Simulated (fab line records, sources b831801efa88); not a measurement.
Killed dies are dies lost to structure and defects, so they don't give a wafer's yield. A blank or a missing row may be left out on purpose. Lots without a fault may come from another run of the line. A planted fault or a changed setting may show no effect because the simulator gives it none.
A struck lot beside a sound one | flow sfq_line | 43 steps out of a route of 325
Sound: wafers L989.1, L989.2, L989.5. Struck: wafers L101.4, L101.5. (L101.2 of the same lot was not struck and is left out.) The cause comes at the end.
At each step with rows: each side's tool, then ch and its chambers, then its first start. Under that, the readings that differ: sound wafers | struck wafers | difference of the means | sigmas: that difference in standard deviations of wafers without a fault.
alike: readings whose means differ by less than 2 such deviations, and words and numbers that are the same on both sides. not compared: withheld readings, readings that some wafer has no value for, bounds like >300 that may hide the same value, and numbers for which the record gives no deviation and whose values overlap.
The two part at a step that has a row with sigmas, a row that says differs or no value, or rows on one side only. Numbers that don't overlap but have no deviation are shown without sigmas and don't part them. A reading that every wafer of one side lacks parts them only if that side has two wafers or more.

first, 3 steps without rows for these wafers: SFQ_TRILAYER_M5_LITHO_EXPOSE_124 (exposes mask M5, target cd 700 nm); SFQ_TRILAYER_M5_LITHO_PEB_126 (peb time 60 s); SFQ_TRILAYER_M5_LITHO_DEVELOP_125 (time 60 s).
SFQ_M5_OVL_MEAS_932:
  sound on overlay-01, day 58 15:11; struck on overlay-01, day 61 22:46
  alike: M5_OVL
then, 1 step without rows for these wafers: SFQ_TRILAYER_M5_BARC_OPEN_METAL_ETCH_161 (etches BARC in O2, target depth 125 nm, time 41.7 s).
SFQ_TRILAYER_M5_ETCH_METAL_ETCH_126: etches Nb in Cl2/BCl3, stops on SiO2, time 203.2 s, target depth 265 nm.
  sound on rie_metal-03 ch 0,1, day 58 15:17; struck on rie_metal-03 ch 0,1, day 61 22:51
  alike: bias_w, drypump_motor_current_A, oes_product_au
  not compared: rf_hours_counter_h
SFQ_TRILAYER_M5_STRIP_STRIP_127: strips in O2.
  sound on rie_metal-03 ch 0,1, day 58 15:28; struck on rie_metal-03 ch 0,1, day 61 23:03
  alike: drypump_motor_current_A, oes_product_au
  not compared: rf_hours_counter_h
then, 2 steps without rows for these wafers: SFQ_TRILAYER_M5_STRIP_SOLV_CLEAN_128 (cleans in NMP, time 600 s); SFQ_TRILAYER_A5B_DEP_PECVD_129 (deposits SiO2 from SiH4/N2O, time 133.33 s, target thk 600 nm).
SFQ_TRILAYER_A5B_CMP_CMP_130: polishes, stops on Nb, target thk 340.7 nm.
  sound on cmp-02 ch 0,1,2, day 58 17:21; struck on cmp-01 ch 2,3, day 62 06:33
  alike: motor_current_A, slurry_filter_dp_kPa
then, 2 steps without rows for these wafers: SFQ_TRILAYER_A5B_METRO_MEASURE_131; SFQ_TRILAYER_R5_DEP_SPUTTER_132 (material Ti, target thk 5 nm, time 5 s).
SFQ_TRILAYER_R5_DEP_SPUTTER_133: material MoNx, target thk 40 nm, time 66.7 s.
  sound on pvd_sputter-04, day 58 20:34; struck on pvd_sputter-03, day 62 10:46
  reading                                               | sound             | struck      | difference | sigmas
  model.MoNx_of_TRILAYER_R5_DEP_SPUTTER_133.thk_nm (nm) | 40.45 40.57 40.53 | 24.11 23.76 | -16.58     |
  alike: throttle_valve_pct
SFQ_TRILAYER_R5_DEP_SPUTTER_134: material Ti, target thk 5 nm, time 5 s.
  sound on pvd_sputter-04, day 58 20:38; struck on pvd_sputter-03, day 62 10:50
  alike: throttle_valve_pct
SFQ_R5_RS_MEAS_933: measures by four-point-probe.
  sound on film_metro-03, day 58 20:39; struck on film_metro-03, day 62 10:52
  reading             | sound          | struck      | difference | sigmas
  R5_MONX_RS (ohm/sq) | 6.95 6.94 6.96 | 11.20 11.32 | +4.31      | +58
SFQ_R5_THK_MEAS_934: measures by xrf.
  sound on film_metro-03, day 58 20:46; struck on film_metro-03, day 62 10:59
  reading          | sound          | struck    | difference | sigmas
  R5_MONX_THK (nm) | 41.1 41.3 41.2 | 24.3 24.0 | -17.1      | -30
then, 6 steps without rows for these wafers: SFQ_TRILAYER_R5_LITHO_COAT_141 (resist thk 62 nm); SFQ_TRILAYER_R5_LITHO_COAT_136 (resist thk 600 nm); SFQ_TRILAYER_R5_LITHO_SOFTBAKE_140; SFQ_TRILAYER_R5_LITHO_EXPOSE_137 (exposes mask R5, target cd 500 nm); SFQ_TRILAYER_R5_LITHO_PEB_139 (peb time 60 s); SFQ_TRILAYER_R5_LITHO_DEVELOP_138 (time 60 s).
-- the record jumps here: 5 days lie between the struck wafers' starts before and after --
SFQ_R5_OVL_MEAS_935:
  sound on overlay-02, day 63 23:58; struck on overlay-02, day 67 00:23
  alike: R5_OVL
SFQ_TRILAYER_R5_BARC_OPEN_METAL_ETCH_177: etches BARC in O2, target depth 125 nm, time 41.7 s.
  sound on rie_metal-04 ch 0,1, day 64 00:00; struck on rie_metal-03 ch 0, day 67 00:26
  alike: bias_w, drypump_motor_current_A, oes_product_au
  not compared: rf_hours_counter_h
then, 10 steps without rows for these wafers: SFQ_TRILAYER_R5_ETCH_METAL_ETCH_139 (etches the open film in Cl2, stops on SiO2, target depth 60 nm, time 40 s); SFQ_TRILAYER_R5_STRIP_STRIP_140 (strips in O2); SFQ_TRILAYER_R5_STRIP_SOLV_CLEAN_141 (cleans in NMP, time 600 s); SFQ_TRILAYER_A5C_DEP_PECVD_142 (deposits SiO2 from SiH4/N2O, time 15.556 s, target thk 70 nm); SFQ_TRILAYER_I5_LITHO_COAT_149 (resist thk 62 nm); SFQ_TRILAYER_I5_LITHO_COAT_144 (resist thk 650 nm); SFQ_TRILAYER_I5_LITHO_SOFTBAKE_148; SFQ_TRILAYER_I5_LITHO_EXPOSE_145 (exposes mask I5, target cd 700 nm); SFQ_TRILAYER_I5_LITHO_PEB_147 (peb time 60 s); SFQ_TRILAYER_I5_LITHO_DEVELOP_146 (time 60 s).
-- the record jumps here: 6 days lie between the struck wafers' starts before and after --
SFQ_I5_OVL_MEAS_936:
  sound on overlay-02, day 68 15:59; struck on overlay-01, day 72 19:33
  alike: I5_OVL
then, 7 steps without rows for these wafers: SFQ_TRILAYER_I5_BARC_OPEN_VIA_ETCH_200 (etches BARC in O2, target depth 125 nm, time 41.7 s); SFQ_TRILAYER_I5_ETCH_VIA_ETCH_147 (etches the open film in CHF3, stops on Nb, target depth 360 nm); SFQ_TRILAYER_I5_STRIP_STRIP_148 (strips in O2); SFQ_TRILAYER_I5_STRIP_SOLV_CLEAN_149 (cleans in NMP, time 600 s); SFQ_TRILAYER_C5_LITHO_COAT_156 (resist thk 62 nm); SFQ_TRILAYER_C5_LITHO_COAT_151 (resist thk 650 nm); SFQ_TRILAYER_C5_LITHO_SOFTBAKE_155.
-- the record jumps here: 14 days lie between the struck wafers' starts before and after --
SFQ_M8_BOW_MEAS_951:
  sound on film_metro-04, day 83 23:28; struck on film_metro-02, day 86 16:20
  reading                 | sound             | struck      | difference | sigmas
  model.etest.r5.ohm_um   | 13.94 13.87 13.9  | 23.34 23.66 | +9.60      |
  model.etest.c5.link_ohm | 7.926 7.902 7.907 | 12.66 12.83 | +4.83      |
  model.etest.r5.ohm_sq   | 6.973 6.952 6.958 | 11.7 11.87  | +4.8       |
  alike: M8_BOW

WHERE THEY PART
First at SFQ_R5_RS_MEAS_933; last, within this record, at SFQ_R5_THK_MEAS_934. Later steps at which nothing parts them and some readings are alike: SFQ_R5_OVL_MEAS_935, SFQ_TRILAYER_R5_BARC_OPEN_METAL_ETCH_177, SFQ_I5_OVL_MEAS_936, SFQ_M8_BOW_MEAS_951.

WHY: what the simulator had put in
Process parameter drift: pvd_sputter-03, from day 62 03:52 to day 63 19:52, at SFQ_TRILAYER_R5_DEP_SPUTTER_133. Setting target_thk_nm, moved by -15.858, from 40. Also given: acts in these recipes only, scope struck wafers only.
